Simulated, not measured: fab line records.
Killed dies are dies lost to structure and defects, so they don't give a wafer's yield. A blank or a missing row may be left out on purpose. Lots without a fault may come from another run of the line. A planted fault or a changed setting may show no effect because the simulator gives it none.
One fault seen from 2 desks ; flow sky130 ; every desk sees just its own numbers, and what lay behind them comes last

## METROLOGY DESK
What the gauges read for every lot (on any tool): the sampled wafers with a number, averaged. Any lot whose mean is over 4 standard deviations away from the usual mean is out of limits and marked OUT; that distance is given in the brackets.
Columns: A = CAP2M_OVL at SKY_CAP2M_OVL_MEAS_12, usual 0.6 nm
lot;first seen here;A
L191;day 41 10:20;-1.8
L192;day 41 23:11;2.6
L193;day 42 02:35;1.2
L195;day 42 21:07;0.7
L196;day 42 23:41;1.0
L198;day 43 10:50;0.5
L201;day 44 08:23;1.5
L202;day 44 14:23;1.3
L203;day 44 21:11;1.0
L208;day 46 02:28;2.5
L210;day 46 17:53;-2.2
L213;day 46 21:17;-0.9
This desk found nothing out of limits on any of the 12 lots.

## FOR THE TOOL OWNER'S DESK: lithoTrack-01
Per lot that ran on this tool, the mean of the sampled wafers carrying a number, from the tool's own readings at SKY_METAL4_SOFTBAKE_09 (time 90 s). Any lot whose mean is over 4 standard deviations away from the usual mean is out of limits and marked OUT; that distance is given in the brackets.
Columns: A = heaterPowerTotalW at SKY_METAL4_SOFTBAKE_09, usual 57.35 W; B = runLengthS at SKY_METAL4_SOFTBAKE_09, usual 118.94 s
lot;first seen here;A;B
L193;day 42 15:00;57.26;118.85
L196;day 43 11:00;57.31;118.96
L198;day 43 22:00;57.39;118.86
L201;day 44 21:00;57.31;118.83
L202;day 45 01:00;62.59 (+44) OUT;97.43 (-99 or more) OUT
L203;day 45 07:00;62.52 (+43) OUT;97.60 (-99 or more) OUT
Finding of this desk: L202, L203 out of limits; the first was L202 at day 45 01:00, on heaterPowerTotalW at SKY_METAL4_SOFTBAKE_09. L193, L196, L198, L201: within limits.

## PUT TOGETHER
An alarm could have come from the tool owner's desk at day 45 01:00, on L202, L203.
From the metrology desk's view, nothing was out of limits.
The metrology desk holds a record of L202, L203, inside its limits.
The lots listed all ran SKY_METAL4_SOFTBAKE_09 on lithoTrack-01.

## WHAT THE SIMULATOR PUT IN
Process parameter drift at SKY_METAL4_SOFTBAKE_09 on lithoTrack-01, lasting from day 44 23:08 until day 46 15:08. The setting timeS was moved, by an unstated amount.
Struck lots among those shown: L202, L203.
Delay in hours, fault start to first out-of-limits reading, by desk: the tool owner's desk at 2.
